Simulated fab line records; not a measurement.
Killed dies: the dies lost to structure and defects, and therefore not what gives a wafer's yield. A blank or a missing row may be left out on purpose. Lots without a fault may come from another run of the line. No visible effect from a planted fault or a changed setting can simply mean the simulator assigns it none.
Struck lot and sound lot, side by side	flow sky130	34 steps out of a route of 708
Sound: wafers L948.1, L948.3, L948.5. Struck: wafer L960.6 (left out: L960.2, L960.5 of the same lot, which were not struck); the cause appears at the end.
Each step with rows lists, per side, the tool, then ch with its chambers, then its first start. Under that, the readings that differ: sound wafers	struck wafers	difference of the means	sigmas: that difference in standard deviations of wafers without a fault.
alike: readings whose means differ by less than 2 such deviations, and words and numbers that are the same on both sides. not compared: withheld readings, readings that some wafer has no value for, bounds like >300 that may hide the same value, and numbers for which the record gives no deviation and whose values overlap.
A row with sigmas, a row that says differs or no value, or rows on one side alone: a step with any of these is where the two part. Numbers that don't overlap but have no deviation are shown without sigmas and don't part them. Lack of a reading on every wafer of one side parts them only where that side has two or more wafers.

first, 9 steps without rows for these wafers: SKY_METAL4_DESCUM_15 (chemistry O2, time 8 s); SKY_METAL4_ETCH_16 (etches BARC in N2/H2, stops on SiO2, time 88.2 s, target depth 60 nm); SKY_METAL4_ETCH_17 (etches SiO2 in C4F8/O2/Ar, stops on TiN, time 3.9 s, target depth 15 nm); SKY_METAL4_METAL_ETCH_18 (etches the open film in Cl2/BCl3, stops on SiO2, target depth 845 nm, time 183.1 s); SKY_METAL4_STRIP_19 (strips in O2/N2); SKY_METAL4_STRIP_20 (strips in post etch residue remover, time 1200 s); SKY_METAL4_CLEAN_21 (cleans in IPA, time 180 s); SKY_METAL4_CLEAN_22 (cleans in O3/DIW); SKY_VIA4_HDPCVD_00 (deposits SiO2, target thk 1750 nm, time 291.7 s).
SKY_VIA4_CMP_02: polishes SiO2.
  sound on cmp-01 ch 0,1,2, day 43 19:16; struck on cmp-01 ch 0, day 47 02:01
  alike: motor-current-A
then, 23 steps without rows for these wafers: SKY_VIA4_DEHYDRATE_04 (time 60 s); SKY_VIA4_HMDS_05 (prime time 60 s); SKY_VIA4_COAT_06 (resist thk 1140 nm); SKY_VIA4_SOFTBAKE_07 (time 60 s); SKY_VIA4_EXPOSE_08 (exposes mask VIM4, target cd 800 nm); SKY_VIA4_PEB_09; SKY_VIA4_DEVELOP_10 (develop time 60 s); SKY_VIA4_ETCH_12 (etches SiO2 in C4F8/O2/Ar, stops on TiN, target depth 580 nm); SKY_VIA4_STRIP_13 (strips in O2/N2); SKY_VIA4_STRIP_14 (strips in post etch residue remover, time 1200 s); SKY_VIA4_CLEAN_15 (cleans in IPA, time 180 s); SKY_VIA4_CLEAN_16 (cleans in O3/DIW); SKY_VIA4_SPUTTER_17 (material TiN, target thk 20 nm, time 80 s); SKY_VIA4_CVD_18 (deposits W, target thk 505 nm, time 152.14 s); SKY_VIA4_CMP_21 (polishes, stops on SiO2, t overpolish 25 s, target thk 0 nm); SKY_METAL5_SPUTTER_00 (material Ti, target thk 15 nm, time 10 s); SKY_METAL5_SPUTTER_01 (material TiN, target thk 20 nm, time 16.7 s); SKY_METAL5_SPUTTER_02 (material AlCu, target thk 1150 nm, time 61.2 s); SKY_METAL5_SPUTTER_03 (material Ti, target thk 5 nm, time 3.3 s); SKY_METAL5_SPUTTER_04 (material TiN, target thk 70 nm, time 58.3 s); SKY_METAL5_DEHYDRATE_07 (time 60 s); SKY_METAL5_HMDS_08 (prime time 60 s); SKY_METAL5_COAT_09 (resist thk 1800 nm).
-- the record jumps here: 3 days lie between the struck wafers' starts before and after (it left off in module METAL5 and takes up again in module PAD_OPEN, whose first step shown is number 708 of the route) --
SKY_PAD_OPEN_PROBE_99:
  sound on prober-01 at day 47 13:19; struck on prober-02 at day 50 06:52
reading	sound	struck	difference	sigmas
defect-limited-yield (%)	84.8 81.9 83.9	48.0	-35.5	-19
killed_at_M4_up	2 1 4	181	+179	+99 or more
killed-dies	75 89 79	256	+175	+18
killed-on-rim	17 17 10	45	+30	+8
sort_bin_3_pad_short (%)	1.0 1.2 0.8	3.3	+2.3	+6
sort_bin_5_function (%)	8.5 10.0 8.9	35.2	+26.1	+17
sort_bin_6_memory (%)	5.7 6.9 6.3	13.6	+7.3	+7
sort-n-pass	417 403 413	236	-175	-18
sort-yield-pct (%)	84.8 81.9 83.9	48.0	-35.5	-19
model.etest.tester.sort-n-pass	417 403 413	236	-175	
model.etest.tester.sort-yield-pct (%)	84.76 81.91 83.94	47.97	-35.57	
model.etest.tester.sort_bin_5_pct (%)	8.537 9.959 8.943	35.16	+26.01	
model.etest.tester.sort_bin_6_pct (%)	5.691 6.911 6.301	13.62	+7.32	
model.etest.tester.sort_bin_3_pct (%)	1.016 1.22 0.813	3.252	+2.236	
  alike: killed_at_M0_to_M3, killed-at-contacts, killed-at-front-end, killed-at-other, killed-open, killed-short

== WHERE THEY PART ==
At SKY_PAD_OPEN_PROBE_99 and nowhere else, as far as this record goes.

WHY: the cause the simulator had injected
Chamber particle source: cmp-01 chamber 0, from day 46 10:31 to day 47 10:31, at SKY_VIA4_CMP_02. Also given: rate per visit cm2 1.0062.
